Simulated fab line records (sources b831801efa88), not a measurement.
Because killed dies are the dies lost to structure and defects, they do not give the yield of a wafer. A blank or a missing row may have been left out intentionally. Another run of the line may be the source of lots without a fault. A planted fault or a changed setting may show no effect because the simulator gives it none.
2 desks, one fault / flow sky130 / every desk sees just its own numbers, and what lay behind them comes last

FROM THE METROLOGY DESK
Lot by lot, what the gauges showed, no matter which tool ran the lot: averages of those sampled wafers that carry a number. A lot is out of limits, marked OUT, if its mean lies more than 4 standard deviations from the usual mean; the brackets give that distance.
Columns: A = VT_ADJUST_LVTN_01_OVL at SKY_VT_ADJUST_LVTN_OVL_MEAS_18, usual 0.0 nm; B = cd nm at SKY_SONOS_TUNNEL_CD_MEAS_07, usual 409.6 nm
lot=L382; first seen here=day 7 08:14; A=-0.9; B=409.8
lot=L383; first seen here=day 8 02:23; A=-2.5; B=406.0
lot=L384; first seen here=day 8 17:56; A=1.1; B=410.9
lot=L386; first seen here=day 8 20:55; A=1.2; B=410.4
lot=L385; first seen here=day 8 21:20; A=0.8; B=408.5
lot=L387; first seen here=day 9 10:41; A=-1.5; B=408.2
lot=L388; first seen here=day 10 00:05; A=0.1; B=412.2
lot=L393; first seen here=day 11 04:09; A=1.7; B=407.6
lot=L395; first seen here=day 11 10:44; A=0.6; B=411.4
lot=L401; first seen here=day 12 23:21; A=0.1; B=409.4
lot=L403; first seen here=day 13 16:20; A=0.8; B=410.6
lot=L404; first seen here=day 14 00:11; A=0.9; B=410.9
lot=L405; first seen here=day 14 15:20; A=-1.1; B=406.6
This desk's finding: nothing out of limits on any of the 13 lots.

TOOL OWNER'S DESK, plasma asher-01
The tool's own readings at SKY_NWELL_STRIP_14 (strips in O2/N2): means of the sampled wafers that have a number, for each lot that ran on this tool. A lot is out of limits, marked OUT, if its mean lies more than 4 standard deviations from the usual mean; the brackets give that distance.
Columns: A = chamber pressure mTorr at SKY_NWELL_STRIP_14, usual 1499.9 mTorr; B = drypump motor current A at SKY_NWELL_STRIP_14, usual 5.5 A; C = oes product au at SKY_NWELL_STRIP_14, usual 0.723 a.u.; D = strip time to endpoint s at SKY_NWELL_STRIP_14, usual 36.90 s
lot=L383; first seen here=day 4 22:39; A=1499.9; B=5.5; C=0.724; D=36.94
lot=L384; first seen here=day 5 12:20; A=1500.9; B=5.5; C=0.723; D=36.94
lot=L386; first seen here=day 5 15:35; A=1499.8; B=5.2; C=0.728; D=36.85
lot=L387; first seen here=day 6 02:46; A=1499.1; B=5.2; C=0.724; D=37.02
lot=L388; first seen here=day 6 13:41; A=1502.3; B=5.0; C=0.719; D=36.92
lot=L393; first seen here=day 7 14:11; A=1199.1 (-99 or more) OUT; B=5.5; C=0.685 (-8.7) OUT; D=39.83 (+34) OUT
lot=L395; first seen here=day 7 20:01; A=1199.7 (-99 or more) OUT; B=5.4; C=0.692 (-7.1) OUT; D=39.75 (+33) OUT
Finding of this desk: L393, L395 out of limits; the first was L393 at day 7 14:11, on chamber pressure mTorr at SKY_NWELL_STRIP_14. In limits: L383, L384, L386, L387, L388.

ALL TOGETHER
An alarm could have come from the tool owner's desk at day 7 14:11, on L393, L395.
Nothing out of limits was seen by the metrology desk.
The metrology desk has L393, L395 on record, within its limits.
All the named lots went through SKY_NWELL_STRIP_14 on plasma asher-01.

WHAT THE SIMULATOR PUT IN
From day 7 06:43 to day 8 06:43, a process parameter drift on plasma asher-01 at SKY_NWELL_STRIP_14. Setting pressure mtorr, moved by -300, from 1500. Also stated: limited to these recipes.
Lots struck among those shown: L393, L395.
Time in hours from fault onset to the first out-of-limits reading at each desk: the tool owner's desk, 7.
